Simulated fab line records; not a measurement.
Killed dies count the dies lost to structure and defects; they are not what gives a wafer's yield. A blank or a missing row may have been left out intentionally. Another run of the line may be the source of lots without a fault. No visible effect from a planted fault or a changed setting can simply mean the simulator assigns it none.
Chamber matching || flow gf180mcu || GF_V2_ETCH_16 on rieDiel-03: 4 sister chambers
The step etches BARC in N2/H2. 4 wafers are shown with their chamber, then 12 later ones without.

WAFERS, EACH WITH ITS CHAMBER
{"wafer": "L088.4", "chamber": 0, "drypumpMotorCurrentA (A)": 5.7}
{"wafer": "L089.1", "chamber": 3, "drypumpMotorCurrentA (A)": 6.4}
{"wafer": "L090.3", "chamber": 1, "drypumpMotorCurrentA (A)": 6.0}
{"wafer": "L090.5", "chamber": 2, "drypumpMotorCurrentA (A)": 4.9}

WAFERS WHOSE CHAMBER IS MISSING
{"wafer": "L090.6", "drypumpMotorCurrentA (A)": 6.0}
{"wafer": "L091.3", "drypumpMotorCurrentA (A)": 4.8}
{"wafer": "L091.5", "drypumpMotorCurrentA (A)": 4.9}
{"wafer": "L092.1", "drypumpMotorCurrentA (A)": 5.7}
{"wafer": "L092.2", "drypumpMotorCurrentA (A)": 6.1}
{"wafer": "L092.4", "drypumpMotorCurrentA (A)": 4.8}
{"wafer": "L095.1", "drypumpMotorCurrentA (A)": 6.4}
{"wafer": "L095.3", "drypumpMotorCurrentA (A)": 6.0}
{"wafer": "L095.6", "drypumpMotorCurrentA (A)": 4.8}
{"wafer": "L096.1", "drypumpMotorCurrentA (A)": 6.0}
{"wafer": "L096.4", "drypumpMotorCurrentA (A)": 6.4}
{"wafer": "L096.5", "drypumpMotorCurrentA (A)": 4.9}

EACH ONE'S CHAMBER
{"wafer": "L090.6", "from the rows above": 1, "in truth": 1}
{"wafer": "L091.3", "from the rows above": 2, "in truth": 2}
{"wafer": "L091.5", "from the rows above": 2, "in truth": 2}
{"wafer": "L092.1", "from the rows above": 0, "in truth": 0}
{"wafer": "L092.2", "from the rows above": 1, "in truth": 1}
{"wafer": "L092.4", "from the rows above": 2, "in truth": 2}
{"wafer": "L095.1", "from the rows above": 3, "in truth": 3}
{"wafer": "L095.3", "from the rows above": 1, "in truth": 1}
{"wafer": "L095.6", "from the rows above": 2, "in truth": 2}
{"wafer": "L096.1", "from the rows above": 1, "in truth": 1}
{"wafer": "L096.4", "from the rows above": 3, "in truth": 3}
{"wafer": "L096.5", "from the rows above": 2, "in truth": 2}
Correctly placed: 12 of 12. Number that these rows cannot place: 0. Wrongly placed: 0.
How it was worked out, from the rows above alone: a wafer's distance from a chamber is the root of the sum, over the readings, of the square of ((its reading less the chamber's mean) divided by the reading's scatter). If the next closest chamber is less than 2 further off than the closest, the wafer can't be placed; otherwise it belongs to the closest. Each chamber's mean is taken over the wafers shown for it. The scatter: root of mean squared gap, hidden wafer to nearest shown wafer, with one shown wafer a chamber.
